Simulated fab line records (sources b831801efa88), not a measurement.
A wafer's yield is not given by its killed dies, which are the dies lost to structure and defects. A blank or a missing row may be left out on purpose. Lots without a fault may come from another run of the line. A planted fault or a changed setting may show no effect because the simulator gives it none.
fab line records	flow sky130
[record] lots = 10	wafers = 30	last_day = 51
route steps=708 shown VIA3@575 METAL4@598 CAP2M@605 PAD_OPEN@708
lots that met no fault: from a run of the same line without faults
start_h: start of the lot's first displayed wafer, in hours after the record's first day	wait_h: hours from the lot's prior step to this one	" as in the row above	L1.1+2: several wafers, shown together as one row	- value missing, or start not given	* or withheld: withheld	< > ~ a bound
route shown NAME@n: NAME is a module with steps in the file, n the number in the route of the first one	usual: mean/standard deviation of fault-free wafers	same: alike in all rows	chamber/n: place in a boat	sites: readings site by site	_std_site: the standard deviation of these	_edge_site: outer sites' mean less inner sites'	radius_mm: how far each site lies from the wafer's centre	mask NAME#n: copy n	behind: the most recent tool/chamber to have shaped the wafer	hold: why the lot went on hold/how many hours it stayed there/how the hold came to an end	device: the n, p or np transistor that did not switch	end of line: tests run on the same wafers once the route is complete	a step with no rows: only its recipe	killed: not the wafer's yield, but the dies lost to structure and defects at the first sort	map: a wafer's dies, marking killed ones x, the rest . and places with no die _
set.NAME: the setting as run; set.NAME@STEP: as run at that earlier step	model.NAME: the simulator's own value behind a step, which no gauge read
a sample of lots followed through the steps of the route, with each step as a table and each wafer as a row
services: a tool's chamber out of use, with start hour (start_h, from the record's first day; less than 0 if before it), hours out, and reason
[[steps]]
[step SKY_VIA3_CMP_02]
[recipe] material = SiO2	down_force_psi = 4	platen_rpm = 60	pad_velocity_m_s = 0.94248
[usual] motor_current_A = 12.5/0.82
lot.wafer	tool	chamber	start_h	wait_h	motor_current_A
L962.3	cmp-01	0	892.84	0.0	10.8
L962.2	"	2	"	"	12.3
L962.5	"	0	"	"	10.8
L963.1	cmp-02	3	911.09	0.1	12.0
L963.3	"	0	"	"	12.4
L963.6	"	0	"	"	12.7
L968.3	cmp-01	1	967.68	1.1	12.7
L968.6	"	3	"	"	13.2
L968.5	"	0	"	"	10.7
L971.3	cmp-02	2	972.39	3.9	12.7
L971.2	"	3	"	"	12.4
L971.4	"	0	"	"	11.9
L973.4	cmp-02	2	977.86	0.1	13.1
L973.1	"	0	"	"	12.9
L973.6	"	2	"	"	12.5
L976.1	cmp-02	3	995.95	0.1	12.1
L976.3	"	1	"	"	14.4
L976.5	"	2	"	"	12.9
L981.2	cmp-02	0	1038.36	0.1	12.4
L981.4	"	1	"	"	13.1
L981.1	"	2	"	"	12.6
L982.1	cmp-02	2	1040.89	0.1	13.4
L982.3	"	3	"	"	13.0
L982.5	"	2	"	"	12.5
L983.1	cmp-02	1	1043.76	0.1	13.6
L983.2	"	0	"	"	12.2
L983.6	"	2	"	"	12.6
L985.2	cmp-02	0	1084.04	0.0	12.3
L985.3	"	3	"	"	12.5
L985.5	"	0	"	"	12.2
[step SKY_VIA3_SPUTTER_20]
[recipe] material = TiN	target_thk_nm = 20	chamber_pressure_pa = 5	power_w = 4000	time_s = 80
[usual] throttle_valve_pct = 30.2/1
lot.wafer	tool	chamber	start_h	wait_h	throttle_valve_pct
L962.2	pvd_sputter-01	-	918.96	0.0	30.3
L962.3	"	-	"	"	30.9
L962.5	"	-	"	"	31.4
L963.1	pvd_sputter-04	-	936.46	0.0	32.8
L963.3	"	-	"	"	30.8
L963.6	"	-	"	"	29.1
L968.3	pvd_sputter-04	-	991.36	0.0	29.1
L968.5	"	-	"	"	29.2
L968.6	"	-	"	"	29.0
L971.2	pvd_sputter-04	-	996.50	0.0	29.0
L971.3	"	-	"	"	30.8
L971.4	"	-	"	"	29.1
L973.1	pvd_sputter-02	-	1002.19	0.0	29.8
L973.4	"	-	"	"	30.0
L973.6	"	-	"	"	30.0
L976.1	pvd_sputter-02	-	1019.09	0.0	29.4
L976.3	"	-	"	"	29.8
L976.5	"	-	"	"	30.3
L981.1	pvd_sputter-04	-	1061.48	0.0	29.4
L981.2	"	-	"	"	32.8
L981.4	"	-	"	"	30.7
L982.1	pvd_sputter-04	-	1063.67	0.0	32.6
L982.3	"	-	"	"	29.2
L982.5	"	-	"	"	29.1
L983.1	pvd_sputter-04	-	1067.15	0.0	28.9
L983.2	"	-	"	"	29.6
L983.6	"	-	"	"	32.5
L985.2	pvd_sputter-04	-	1105.16	0.0	30.5
L985.3	"	-	"	"	29.0
L985.5	"	-	"	"	30.6
[step SKY_METAL4_SPUTTER_00]
[recipe] material = Ti	target_thk_nm = 15	power_w = 3000	time_s = 10	chamber_pressure_pa = 0.4
[usual] throttle_valve_pct = 30.0/1.1
lot.wafer	tool	chamber	start_h	wait_h	throttle_valve_pct
L962.2	pvd_sputter-04	-	919.85	0.2	30.9
L962.3	"	-	"	"	32.7
L962.5	"	-	"	"	30.6
L963.1	pvd_sputter-03	-	937.13	0.2	29.6
L963.3	"	-	"	"	29.4
L963.6	"	-	"	"	29.3
L968.3	pvd_sputter-02	-	992.03	0.1	30.0
L968.5	"	-	"	"	29.5
L968.6	"	-	"	"	29.8
L971.2	pvd_sputter-02	-	997.16	0.1	29.4
L971.3	"	-	"	"	29.5
L971.4	"	-	"	"	30.2
L973.1	pvd_sputter-04	-	1002.86	0.2	29.2
L973.4	"	-	"	"	30.5
L973.6	"	-	"	"	30.6
L976.1	pvd_sputter-04	-	1020.34	0.1	30.8
L976.3	"	-	"	"	29.0
L976.5	"	-	"	"	30.8
L981.1	pvd_sputter-04	-	1062.14	0.2	32.5
L981.2	"	-	"	"	29.3
L981.4	"	-	"	"	30.7
L982.1	pvd_sputter-03	-	1064.82	0.1	29.6
L982.3	"	-	"	"	29.0
L982.5	"	-	"	"	29.6
L983.1	pvd_sputter-02	-	1067.81	0.1	29.9
L983.2	"	-	"	"	29.2
L983.6	"	-	"	"	30.0
L985.2	pvd_sputter-03	-	1105.82	0.1	29.6
L985.3	"	-	"	"	29.7
L985.5	"	-	"	"	29.3
[step SKY_CAP2M_SPUTTER_02]
[recipe] material = TiN	target_thk_nm = 200	temp_c = 300	power_w = 6500	time_s = 166.7	chamber_pressure_pa = 0.4
[usual] substrate_temp_c = 300.00/0.18	throttle_valve_pct = 30.2/1
lot.wafer	tool	chamber	start_h	wait_h	substrate_temp_c	throttle_valve_pct
L962.2	pvd_sputter-01	-	920.09	0.0	299.95	31.3
L962.3	"	-	"	"	299.86	31.1
L962.5	"	-	"	"	299.94	30.5
L963.1	pvd_sputter-04	-	937.36	0.1	299.94	29.1
L963.3	"	-	"	"	300.45	30.8
L963.6	"	-	"	"	299.92	32.8
L968.3	pvd_sputter-01	-	992.28	0.0	299.90	30.3
L968.5	"	-	"	"	300.19	30.9
L968.6	"	-	"	"	300.19	30.2
L971.2	pvd_sputter-01	-	997.42	0.0	300.04	30.6
L971.3	"	-	"	"	299.87	30.9
L971.4	"	-	"	"	299.76	30.1
L973.1	pvd_sputter-03	-	1003.10	0.1	299.97	29.5
L973.4	"	-	"	"	299.77	29.0
L973.6	"	-	"	"	299.69	28.9
L976.1	pvd_sputter-03	-	1020.58	0.1	299.96	29.4
L976.3	"	-	"	"	299.99	29.5
L976.5	"	-	"	"	299.65	28.9
L981.1	pvd_sputter-03	-	1062.38	0.1	299.74	29.6
L981.2	"	-	"	"	300.20	29.6
L981.4	"	-	"	"	300.10	29.0
L982.1	pvd_sputter-04	-	1065.06	0.1	300.20	29.4
L982.3	"	-	"	"	300.04	30.7
L982.5	"	-	"	"	299.96	29.0
L983.1	pvd_sputter-03	-	1068.05	0.1	300.09	29.7
L983.2	"	-	"	"	299.87	29.5
L983.6	"	-	"	"	300.02	28.7
L985.2	pvd_sputter-04	-	1106.06	0.0	299.98	30.9
L985.3	"	-	"	"	300.23	29.1
L985.5	"	-	"	"	300.03	29.1
[step SKY_CAP2M_RS_MEAS_03]
[recipe] thk_meas_gauge = four-point-probe	reads = TiN_of_CAP2M_SPUTTER_02
[usual] CAP2M_TIN_RS = 6.91/0.067
lot.wafer	tool	chamber	start_h	wait_h	hold	CAP2M_TIN_RS[ohm/sq]
L962.2	film_metro-03	-	920.21	0.1	-	6.83
L962.3	"	-	"	"	-	6.85
L962.5	"	-	"	"	-	6.95
L963.1	film_metro-03	-	937.47	0.1	-	6.95
L963.3	"	-	"	"	-	6.82
L963.6	"	-	"	"	-	6.83
L968.3	film_metro-03	-	992.43	0.1	await_dispo/0.2h/release	6.13
L968.5	"	-	"	"	await_dispo/0.2h/release	6.05
L968.6	"	-	"	"	await_dispo/0.2h/release	6.08
L968.3	film_metro-03	-	992.76	0.3	-	6.13
L968.5	"	-	"	"	-	6.06
L968.6	"	-	"	"	-	6.07
L971.2	film_metro-01	-	997.54	0.1	await_dispo/0.2h/release	6.09
L971.3	"	-	"	"	await_dispo/0.2h/release	6.08
L971.4	"	-	"	"	await_dispo/0.2h/release	6.08
L971.2	film_metro-01	-	997.83	0.3	-	6.11
L971.3	"	-	"	"	-	6.09
L971.4	"	-	"	"	-	6.08
L973.1	film_metro-04	-	1003.20	0.1	-	6.95
L973.4	"	-	"	"	-	6.93
L973.6	"	-	"	"	-	6.92
L976.1	film_metro-01	-	1020.69	0.1	-	6.93
L976.3	"	-	"	"	-	6.86
L976.5	"	-	"	"	-	6.89
L981.1	film_metro-01	-	1062.49	0.1	-	6.87
L981.2	"	-	"	"	-	6.84
L981.4	"	-	"	"	-	6.91
L982.1	film_metro-04	-	1065.17	0.1	-	6.90
L982.3	"	-	"	"	-	6.86
L982.5	"	-	"	"	-	6.93
L983.1	film_metro-04	-	1068.16	0.1	-	6.98
L983.2	"	-	"	"	-	6.95
L983.6	"	-	"	"	-	7.02
L985.2	film_metro-03	-	1106.19	0.1	-	6.82
L985.3	"	-	"	"	-	6.96
L985.5	"	-	"	"	-	6.97
[step SKY_CAP2M_THK_MEAS_04]
[recipe] thk_meas_gauge = xrf	reads = TiN_of_CAP2M_SPUTTER_02
[usual] CAP2M_TIN_THK = 201.8/2.1
lot.wafer	tool	chamber	start_h	wait_h	hold	CAP2M_TIN_THK[nm]
L962.2	film_metro-03	-	920.32	0.1	-	204.3
L962.3	"	-	"	"	-	204.4
L962.5	"	-	"	"	-	201.4
L963.1	film_metro-03	-	937.59	0.1	-	202.1
L963.3	"	-	"	"	-	205.6
L963.6	"	-	"	"	-	204.7
L968.3	film_metro-03	-	995.15	2.4	await_dispo/0.2h/release	226.0
L968.5	"	-	"	"	await_dispo/0.2h/release	228.9
L968.6	"	-	"	"	await_dispo/0.2h/release	227.9
L968.3	film_metro-03	-	996.00	0.8	-	227.1
L968.5	"	-	"	"	-	229.3
L968.6	"	-	"	"	-	229.5
L971.2	film_metro-01	-	1002.55	4.7	await_dispo/0.2h/release	226.5
L971.3	"	-	"	"	await_dispo/0.2h/release	228.3
L971.4	"	-	"	"	await_dispo/0.2h/release	228.7
L971.2	film_metro-01	-	1002.77	0.2	-	226.8
L971.3	"	-	"	"	-	227.5
L971.4	"	-	"	"	-	228.4
L973.1	film_metro-04	-	1003.32	0.1	-	199.6
L973.4	"	-	"	"	-	199.5
L973.6	"	-	"	"	-	200.7
L976.1	film_metro-01	-	1020.81	0.1	-	201.3
L976.3	"	-	"	"	-	202.4
L976.5	"	-	"	"	-	202.4
L981.1	film_metro-01	-	1062.61	0.1	-	202.6
L981.2	"	-	"	"	-	203.3
L981.4	"	-	"	"	-	199.9
L982.1	film_metro-04	-	1065.29	0.1	-	201.5
L982.3	"	-	"	"	-	202.7
L982.5	"	-	"	"	-	200.9
L983.1	film_metro-04	-	1068.28	0.1	-	199.6
L983.2	"	-	"	"	-	199.4
L983.6	"	-	"	"	-	199.0
L985.2	film_metro-03	-	1106.30	0.1	-	205.7
L985.3	"	-	"	"	-	201.4
L985.5	"	-	"	"	-	200.3
[step SKY_CAP2M_METAL_ETCH_13]
[recipe] target_depth_nm = 220	stop_on = SiO2	chemistry = Cl2/BCl3	target = TiN	pressure_mtorr = 10	icp_w = 900	bias_w = 48.5	Cl2_flow_sccm = 60	bcl3_flow_sccm = 30	time_s = 62.9
[usual] drypump_motor_current_A = 5.5/0.36	he_backside_leak_sccm = 3.3/0.35	oes_product_au = 0.941/0.0072	throttle_valve_pct = 21.903/0.0096
lot.wafer	tool	chamber	start_h	wait_h	drypump_motor_current_A	he_backside_leak_sccm	oes_product_au	rf_hours_counter_h	throttle_valve_pct
L962.2	rie_metal-02	0	944.62	0.0	5.3	3.3	0.946	10	21.899
L962.3	"	1	"	"	5.1	3.0	0.944	-	21.900
L962.5	"	0	"	"	5.3	3.4	0.940	-	21.914
L963.1	rie_metal-02	1	961.57	0.0	5.1	3.2	0.934	9	21.895
L963.3	"	1	"	"	5.1	3.2	0.948	-	21.881
L963.6	"	0	"	"	5.3	3.4	0.948	-	21.884
L968.3	rie_metal-01	0	1014.65	0.0	5.7	3.0	0.981	-	21.876
L968.5	"	0	"	"	5.7	2.9	0.992	-	21.878
L968.6	"	1	"	"	6.1	3.0	0.992	-	21.868
L971.2	rie_metal-03	1	1020.21	0.0	5.5	3.6	0.993	9	21.865
L971.3	"	0	"	"	5.1	3.4	0.981	-	21.869
L971.4	"	1	"	"	5.5	3.6	0.989	-	21.887
L973.1	rie_metal-03	1	1024.81	0.0	5.5	3.3	0.945	9	21.904
L973.4	"	0	"	"	5.0	3.4	0.938	-	21.903
L973.6	"	1	"	"	5.5	3.4	0.931	-	21.917
L976.1	rie_metal-01	0	1043.12	0.0	5.6	3.0	0.939	6	21.906
L976.3	"	0	"	"	5.6	3.0	0.945	-	21.904
L976.5	"	1	"	"	6.1	3.0	0.939	-	21.893
L981.1	rie_metal-03	1	1083.09	0.0	5.5	3.3	0.945	13	21.893
L981.2	"	0	"	"	5.0	3.4	0.948	17	21.903
L981.4	"	1	"	"	5.5	3.3	0.947	-	21.907
L982.1	rie_metal-03	0	1086.29	0.0	5.1	3.3	0.938	18	21.889
L982.3	"	1	"	"	5.5	3.2	0.945	-	21.896
L982.5	"	1	"	"	5.5	3.3	0.933	-	21.898
L983.1	rie_metal-01	0	1087.82	0.0	5.6	2.9	0.929	9	21.889
L983.2	"	1	"	"	6.1	3.1	0.937	18	21.914
L983.6	"	1	"	"	6.1	3.1	0.932	-	21.898
L985.2	rie_metal-03	1	1126.12	0.0	5.5	3.0	0.946	16	21.905
L985.3	"	0	"	"	5.0	3.5	0.947	-	21.898
L985.5	"	0	"	"	5.1	3.4	0.933	-	21.908
[step SKY_PAD_OPEN_PROBE_99]
[usual] defect_limited_yield = 82.2/2	killed_at_M0_to_M3 = 43/6.4	killed_at_M4_up = 3.2/1.8	killed_at_contacts = 25/5.8	killed_at_front_end = 16/4.1	killed_at_other = 0.2/0.47	killed_dies = 88/9.9	killed_open = 47/7.3	killed_short = 40/7.1
[same] gross_dies = 492	killed_at_back_side = 0
lot.wafer	tool	chamber	start_h	wait_h	defect_limited_yield[%]	killed_at_M0_to_M3	killed_at_M4_up	killed_at_contacts	killed_at_front_end	killed_at_other	killed_dies	killed_open	killed_short
L962.2	prober-01	-	1067.81	0.1	82.7	42	4	25	14	0	85	37	47
L962.3	prober-01	-	1067.86	0.2	84.3	38	4	22	13	0	77	50	27
L962.5	prober-01	-	1067.96	0.2	84.8	35	1	19	20	0	75	41	34
L963.1	prober-02	-	1076.91	0.1	82.5	43	5	22	15	1	86	47	38
L963.3	prober-02	-	1077.01	0.2	79.1	49	5	32	17	0	103	61	42
L963.6	prober-02	-	1077.16	0.2	76.6	58	5	30	22	0	115	52	63
L968.3	prober-01	-	1127.28	0.2	83.7	38	6	27	9	0	80	46	34
L968.5	prober-01	-	1127.38	0.2	80.9	46	5	32	11	0	94	56	38
L968.6	prober-01	-	1127.43	0.2	77.6	47	3	42	18	0	110	67	43
L971.2	prober-02	-	1132.87	0.1	82.7	43	4	21	17	0	85	51	34
L971.3	prober-02	-	1132.92	0.2	81.9	41	5	31	11	1	89	47	42
L971.4	prober-02	-	1132.97	0.2	84.6	39	3	19	15	0	76	43	33
L973.1	prober-02	-	1135.63	0.1	83.3	35	4	20	23	0	82	37	44
L973.4	prober-02	-	1135.78	0.2	81.3	48	1	28	15	0	92	46	46
L973.6	prober-02	-	1135.88	0.2	85.2	32	4	17	20	0	73	32	39
L976.1	prober-01	-	1152.63	0.1	81.7	51	1	24	14	0	90	45	45
L976.3	prober-01	-	1152.73	0.2	79.1	49	2	34	18	0	103	57	46
L976.5	prober-01	-	1152.83	0.2	81.5	47	3	26	13	2	91	49	40
L981.1	prober-02	-	1181.60	0.1	80.9	47	5	26	15	1	94	46	46
L981.2	prober-02	-	1181.65	0.1	83.3	45	4	18	15	0	82	44	38
L981.4	prober-02	-	1181.75	0.2	81.5	47	2	19	22	1	91	45	45
L982.1	prober-01	-	1185.71	0.1	81.1	46	4	27	16	0	93	50	43
L982.3	prober-01	-	1185.81	0.2	79.9	51	2	28	18	0	99	57	41
L982.5	prober-01	-	1185.91	0.2	79.7	56	2	23	18	1	100	45	55
L983.1	prober-02	-	1188.06	0.1	82.3	44	2	23	18	0	87	50	37
L983.2	prober-02	-	1188.11	0.1	80.5	46	6	29	15	0	96	56	40
L983.6	prober-02	-	1188.31	0.2	80.9	40	1	37	15	1	94	53	41
L985.2	prober-02	-	1214.52	0.1	84.8	35	1	25	14	0	75	43	32
L985.3	prober-02	-	1214.57	0.2	83.1	38	3	21	21	0	83	47	36
L985.5	prober-02	-	1214.67	0.2	85.0	37	4	24	9	0	74	40	34
// killed by level:class
L962.2 VIA1:geometric_particle:open=13 CONTACT:geometric_particle:open=8 METAL2:geometric_particle:short=6 FIELD_ISO:geometric_particle:short=5 POLY_GATE:geometric_particle:short=5 LOCAL_INTERCONNECT:geometric_particle:open=5 METAL3:geometric_particle:short=5 VIA2:geometric_particle:open=5
L962.3 VIA1:geometric_particle:open=11 LI_CONTACT:geometric_particle:open=9 CONTACT:geometric_particle:open=9 VIA2:geometric_particle:open=6 FIELD_ISO:geometric_particle:open=4 VIA1:geometric_particle:short=4 METAL2:geometric_particle:short=4 POLY_GATE:geometric_particle:short=3
L962.5 VIA1:geometric_particle:open=13 CONTACT:geometric_particle:open=9 POLY_GATE:geometric_particle:open=8 METAL2:geometric_particle:short=6 FIELD_ISO:geometric_particle:open=4 POLY_GATE:geometric_particle:short=4 VIA2:geometric_particle:open=4 CONTACT:geometric_particle:short=4
L963.1 VIA1:geometric_particle:open=9 CONTACT:geometric_particle:open=8 METAL2:geometric_particle:short=6 FIELD_ISO:geometric_particle:open=5 LI_CONTACT:geometric_particle:open=5 CONTACT:geometric_particle:short=5 VIA3:geometric_particle:open=5 FIELD_ISO:geometric_particle:short=4
L963.3 CONTACT:geometric_particle:open=11 VIA2:geometric_particle:open=11 LI_CONTACT:geometric_particle:open=9 VIA1:geometric_particle:open=9 CONTACT:geometric_particle:short=7 FIELD_ISO:geometric_particle:open=5 METAL2:geometric_particle:short=5 VIA3:geometric_particle:short=5
L963.6 METAL2:geometric_particle:short=13 CONTACT:geometric_particle:open=11 VIA1:geometric_particle:open=9 VIA2:geometric_particle:open=7 LOCAL_INTERCONNECT:geometric_particle:short=6 CONTACT:geometric_particle:short=6 METAL1:geometric_particle:short=6 VIA3:geometric_particle:open=6
L968.3 VIA1:geometric_particle:open=10 CONTACT:geometric_particle:open=8 LI_CONTACT:geometric_particle:open=7 VIA1:geometric_particle:short=7 CONTACT:geometric_particle:short=5 VIA2:geometric_particle:open=5 VIA3:geometric_particle:open=4 FIELD_ISO:geometric_particle:short=3
L968.5 CONTACT:geometric_particle:open=16 VIA1:geometric_particle:open=12 LI_CONTACT:geometric_particle:open=7 VIA3:geometric_particle:open=6 VIA2:geometric_particle:open=6 VIA1:geometric_particle:short=5 CONTACT:geometric_particle:short=5 METAL1:geometric_particle:short=5
L968.6 CONTACT:geometric_particle:open=18 VIA1:geometric_particle:open=15 LI_CONTACT:geometric_particle:open=13 FIELD_ISO:geometric_particle:short=7 FIELD_ISO:geometric_particle:open=6 LOCAL_INTERCONNECT:geometric_particle:short=6 VIA1:geometric_particle:short=6 VIA2:geometric_particle:open=6
L971.2 VIA1:geometric_particle:open=10 VIA3:geometric_particle:open=8 CONTACT:geometric_particle:open=7 METAL1:geometric_particle:short=7 VIA2:geometric_particle:open=7 POLY_GATE:geometric_particle:open=6 LI_CONTACT:geometric_particle:open=5 LOCAL_INTERCONNECT:geometric_particle:short=5
L971.3 CONTACT:geometric_particle:open=12 VIA2:geometric_particle:open=10 CONTACT:geometric_particle:short=8 LI_CONTACT:geometric_particle:open=7 VIA1:geometric_particle:open=7 METAL2:geometric_particle:short=6 VIA3:geometric_particle:open=5 METAL1:geometric_particle:short=5
L971.4 VIA1:geometric_particle:open=11 CONTACT:geometric_particle:open=10 METAL1:geometric_particle:short=9 VIA2:geometric_particle:open=6 FIELD_ISO:geometric_particle:open=5 FIELD_ISO:geometric_particle:short=5 METAL2:geometric_particle:short=5 LI_CONTACT:geometric_particle:open=4
L973.1 VIA3:geometric_particle:open=8 LI_CONTACT:geometric_particle:open=7 FIELD_ISO:geometric_particle:open=6 POLY_GATE:geometric_particle:short=6 METAL2:geometric_particle:short=6 VIA1:geometric_particle:open=5 FIELD_ISO:geometric_particle:short=4 POLY_GATE:geometric_particle:open=4
L973.4 VIA1:geometric_particle:open=9 LI_CONTACT:geometric_particle:open=9 CONTACT:geometric_particle:open=8 METAL1:geometric_particle:short=8 FIELD_ISO:geometric_particle:short=7 VIA2:geometric_particle:open=6 VIA3:geometric_particle:open=6 VIA2:geometric_particle:short=5
L973.6 FIELD_ISO:geometric_particle:short=8 CONTACT:geometric_particle:short=7 VIA1:geometric_particle:open=7 POLY_GATE:geometric_particle:open=4 LI_CONTACT:geometric_particle:open=4 VIA1:geometric_particle:short=4 VIA2:geometric_particle:open=4 VIA3:geometric_particle:open=3
L976.1 VIA1:geometric_particle:short=9 CONTACT:geometric_particle:open=9 METAL1:geometric_particle:short=7 VIA3:geometric_particle:open=7 LI_CONTACT:geometric_particle:open=6 VIA2:geometric_particle:open=6 POLY_GATE:geometric_particle:open=5 VIA2:geometric_particle:short=5
L976.3 VIA1:geometric_particle:open=16 LI_CONTACT:geometric_particle:open=13 METAL1:geometric_particle:short=7 VIA3:geometric_particle:open=6 FIELD_ISO:geometric_particle:open=5 FIELD_ISO:geometric_particle:short=5 LI_CONTACT:geometric_particle:short=5 LOCAL_INTERCONNECT:geometric_particle:short=5
L976.5 VIA1:geometric_particle:open=13 CONTACT:geometric_particle:open=11 VIA2:geometric_particle:open=8 FIELD_ISO:geometric_particle:open=7 CONTACT:geometric_particle:short=5 VIA1:geometric_particle:short=5 METAL2:geometric_particle:short=5 VIA3:geometric_particle:short=5
L981.1 VIA1:geometric_particle:open=11 CONTACT:geometric_particle:open=7 LOCAL_INTERCONNECT:geometric_particle:short=7 VIA3:geometric_particle:open=7 METAL2:geometric_particle:short=6 VIA2:geometric_particle:open=6 VIA1:geometric_particle:short=5 POLY_GATE:geometric_particle:open=5
L981.2 VIA1:geometric_particle:open=10 VIA2:geometric_particle:open=7 VIA3:geometric_particle:open=7 SPACER:geometric_particle:short=5 LOCAL_INTERCONNECT:geometric_particle:short=5 METAL1:geometric_particle:short=5 METAL2:geometric_particle:short=5 POLY_GATE:geometric_particle:short=4
L981.4 VIA1:geometric_particle:open=8 CONTACT:geometric_particle:open=7 METAL1:geometric_particle:short=7 VIA3:geometric_particle:open=7 POLY_GATE:geometric_particle:short=6 VIA1:geometric_particle:short=6 FIELD_ISO:geometric_particle:short=5 POLY_GATE:geometric_particle:open=5
L982.1 CONTACT:geometric_particle:open=11 VIA1:geometric_particle:open=10 LI_CONTACT:geometric_particle:open=8 METAL2:geometric_particle:short=8 VIA2:geometric_particle:open=6 VIA3:geometric_particle:open=5 VIA2:geometric_particle:short=4 CONTACT:geometric_particle:short=4
L982.3 CONTACT:geometric_particle:open=10 METAL1:geometric_particle:short=9 LI_CONTACT:geometric_particle:open=8 VIA3:geometric_particle:open=8 VIA1:geometric_particle:open=8 VIA2:geometric_particle:open=7 CONTACT:geometric_particle:short=6 METAL2:geometric_particle:short=6
L982.5 VIA1:geometric_particle:open=15 METAL1:geometric_particle:short=10 CONTACT:geometric_particle:open=9 VIA1:geometric_particle:short=9 VIA2:geometric_particle:open=7 POLY_GATE:geometric_particle:short=6 METAL2:geometric_particle:short=6 LI_CONTACT:geometric_particle:open=5
L983.1 LI_CONTACT:geometric_particle:open=10 CONTACT:geometric_particle:open=9 VIA1:geometric_particle:open=9 VIA3:geometric_particle:open=8 METAL1:geometric_particle:short=6 POLY_GATE:geometric_particle:short=5 METAL2:geometric_particle:short=5 FIELD_ISO:geometric_particle:open=3
L983.2 CONTACT:geometric_particle:open=11 METAL1:geometric_particle:short=11 LI_CONTACT:geometric_particle:open=10 VIA1:geometric_particle:open=8 VIA2:geometric_particle:open=6 VIA1:geometric_particle:short=5 LOCAL_INTERCONNECT:geometric_particle:short=4 VIA3:geometric_particle:open=4
L983.6 VIA1:geometric_particle:open=13 LI_CONTACT:geometric_particle:open=10 CONTACT:geometric_particle:open=10 CONTACT:geometric_particle:short=7 VIA3:geometric_particle:open=7 LOCAL_INTERCONNECT:geometric_particle:short=6 FIELD_ISO:geometric_particle:open=5 METAL2:geometric_particle:short=4
L985.2 VIA1:geometric_particle:open=12 LI_CONTACT:geometric_particle:open=8 CONTACT:geometric_particle:open=7 POLY_GATE:geometric_particle:short=6 CONTACT:geometric_particle:short=5 METAL1:geometric_particle:short=5 POLY_GATE:geometric_particle:open=4 LOCAL_INTERCONNECT:geometric_particle:short=4
L985.3 VIA1:geometric_particle:open=14 FIELD_ISO:geometric_particle:open=9 CONTACT:geometric_particle:short=7 POLY_GATE:geometric_particle:short=6 CONTACT:geometric_particle:open=6 VIA3:geometric_particle:open=5 FIELD_ISO:geometric_particle:short=4 LI_CONTACT:geometric_particle:open=4
L985.5 CONTACT:geometric_particle:open=9 VIA1:geometric_particle:open=8 LI_CONTACT:geometric_particle:short=6 METAL1:geometric_particle:short=5 METAL2:geometric_particle:short=5 CONTACT:geometric_particle:short=4 LI_CONTACT:geometric_particle:open=4 VIA2:geometric_particle:open=4
[[services]]
tool	chamber	start_h	hours	kind
cmp-02	-	874.03	1.3	repair
pvd_sputter-01	-	882.44	2.7	repair
cmp-01	-	887.88	0.3	repair
pvd_sputter-02	-	890.26	7.2	repair
cmp-02	-	904.71	3.9	repair
rie_metal-02	0	905.12	13.0	repair
rie_metal-03	1	909.85	18.4	repair
rie_metal-02	1	915.07	13.8	repair
cmp-02	-	915.93	4.0	pm
rie_metal-02	0	944.98	5.0	repair
rie_metal-03	-	963.72	1.4	pm
pvd_sputter-01	-	973.24	4.6	repair
cmp-01	-	974.27	2.0	repair
pvd_sputter-03	-	977.63	3.7	repair
rie_metal-01	-	994.84	14.6	pm
pvd_sputter-04	-	998.61	2.4	repair
cmp-02	-	1011.21	2.0	repair
cmp-02	-	1011.47	1.0	repair
cmp-01	-	1016.61	4.9	repair
cmp-01	-	1048.42	0.9	repair
pvd_sputter-02	-	1074.91	8.7	repair
rie_metal-02	0	1082.37	5.1	repair
cmp-01	-	1091.23	4.0	pm
rie_metal-01	0	1115.28	44.0	repair
[[key]]
[first_sign] step = SKY_CAP2M_RS_MEAS_03	reading = visit	direction = added
[effect] step = SKY_CAP2M_RS_MEAS_03	reading = CAP2M_TIN_RS	direction = down	sigmas = 12	usual = 6.91	struck = 6.09
[effect] step = SKY_CAP2M_THK_MEAS_04	reading = visit	direction = added
[effect] step = SKY_CAP2M_THK_MEAS_04	reading = CAP2M_TIN_THK	direction = up	sigmas = 12	usual = 201.8	struck = 227.7
[effect] step = SKY_CAP2M_METAL_ETCH_13	reading = oes_product_au	direction = up	sigmas = 6.6	usual = 0.941	struck = 0.988
met_at SKY_CAP2M_SPUTTER_02
struck_lots L968,L971
not_acting_at SKY_VIA3_CMP_02,SKY_VIA3_SPUTTER_20,SKY_METAL4_SPUTTER_00
onset_between 920.09 992.28
[fault] kind = process_parameter_drift	tool = pvd_sputter-01	chamber = -	onset_h = 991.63	steps = SKY_CAP2M_SPUTTER_02	channel = time_s	offset = *	shape = step	end_h = 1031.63	acts_in = *	stated = *
